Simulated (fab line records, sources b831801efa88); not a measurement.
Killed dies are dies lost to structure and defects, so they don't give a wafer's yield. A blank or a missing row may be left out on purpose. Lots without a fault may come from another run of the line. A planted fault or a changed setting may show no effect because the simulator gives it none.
One fault seen from 2 desks | flow sky130 | each desk has only its own numbers; what lay behind them comes last

THE TOOL OWNER'S DESK: implanter-02
The tool's own readings at SKY_LDD_N_IMPLANT_12: means of the sampled wafers that have a number, for each lot that ran on this tool. A lot is out of limits, marked OUT, if its mean lies more than 4 standard deviations from the usual mean; the brackets give that distance.
Columns: A = beam_energy_keV at SKY_LDD_N_IMPLANT_12, usual 50.000; B = faraday_current_uA at SKY_LDD_N_IMPLANT_12, usual 28.2; C = rotation_deg at SKY_LDD_N_IMPLANT_12, usual 0.006 degrees
lot  | first seen here | A      | B    | C
L852 | day 21 16:44    | 50.007 | 28.0 | 0.011
L856 | day 22 19:49    | 50.012 | 28.3 | 82.317 (+99 or more) OUT
L858 | day 23 19:59    | 50.012 | 28.4 | 82.308 (+99 or more) OUT
This desk's finding: out of limits on L856, L858; first on L856, day 22 19:49 (rotation_deg at SKY_LDD_N_IMPLANT_12). In limits: L852.

THE METROLOGY DESK
What the gauges read, lot by lot, whatever tool the lot ran on: means of the sampled wafers that have a number. A lot is out of limits, marked OUT, if its mean lies more than 4 standard deviations from the usual mean; the brackets give that distance.
Columns: A = LDD_N_OVL at SKY_LDD_N_OVL_MEAS_07, usual -0.5 nm
lot  | first seen here | A
L852 | day 21 16:05    | -0.4
L854 | day 22 17:16    | 0.2
L856 | day 22 19:10    | -0.3
L858 | day 23 19:20    | -0.1
L864 | day 25 22:10    | -0.6
L865 | day 26 04:34    | -1.9
This desk's finding: nothing out of limits on any of the 6 lots.

PUT TOGETHER
The tool owner's desk could have raised an alarm at day 22 19:49, on L856, L858.
The metrology desk saw nothing out of limits.
The metrology desk has L856, L858 on record, within its limits.
Of the lots named, all ran SKY_LDD_N_IMPLANT_12 on implanter-02.

WHAT THE SIMULATOR HAD PUT IN
Process parameter drift: implanter-02, from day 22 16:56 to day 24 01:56, at SKY_LDD_N_IMPLANT_12. Setting rotation_deg, moved by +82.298, from 0. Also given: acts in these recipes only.
Lots struck among those shown: L856, L858.
Hours from the fault's start to each desk's first reading out of limits: the tool owner's desk, 3.
